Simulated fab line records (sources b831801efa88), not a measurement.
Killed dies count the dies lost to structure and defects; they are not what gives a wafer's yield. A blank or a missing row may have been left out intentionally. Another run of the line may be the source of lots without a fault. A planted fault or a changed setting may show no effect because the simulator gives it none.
Which tool did it? / flow gf180mcu / 18 wafers sampled from 6 lots at 1 step of a route of 602

## WHAT THE GAUGES SHOWED, per wafer
GF_HV_LDD_CD_MEAS_31: the cd target is 400 nm.
lot=L245; measured=day 12 15:32; on=cd_sem-01; cd_nm (nm)=402.2 399.4 401.1
lot=L247; measured=day 13 10:29; on=cd_sem-02; cd_nm (nm)=402.2 401.7 401.1
lot=L250; measured=day 14 03:19; on=cd_sem-02; cd_nm (nm)=401.5 399.7 403.9
lot=L252; measured=day 14 18:12; on=cd_sem-01; cd_nm (nm)=401.1 400.4 399.8
lot=L254; measured=day 15 09:53; on=cd_sem-02; cd_nm (nm)=402.5 400.1 400.2
lot=L263; measured=day 18 04:29; on=cd_sem-01; cd_nm (nm)=403.1 403.0 399.6

## EACH LOT AND THE TOOL THAT RAN IT (in order: tool; ch and the chambers of the sampled wafers; start)
The record shows no process step preceding these readings.

## THE ANSWER, worked out from the rows above alone
Rule: the usual values come from the lots themselves. Put in order of their means at a reading, lots are off if they are a third of the lots or fewer, leave a main group of 4 or more, and stand apart from it by a gap of 3 or more times the standard deviation of the main group's means; of several such gaps the widest counts. A main group is skipped when, at the precision printed for the reading in the tables above, its means are all equal. Also off: a lot with no number at a reading for which 4 or more lots have one. The other lots that the step has rows for count as sound.
Nothing can be told from this: no lot is off at any reading shown.

## WHAT WAS PUT IN BY THE SIMULATOR
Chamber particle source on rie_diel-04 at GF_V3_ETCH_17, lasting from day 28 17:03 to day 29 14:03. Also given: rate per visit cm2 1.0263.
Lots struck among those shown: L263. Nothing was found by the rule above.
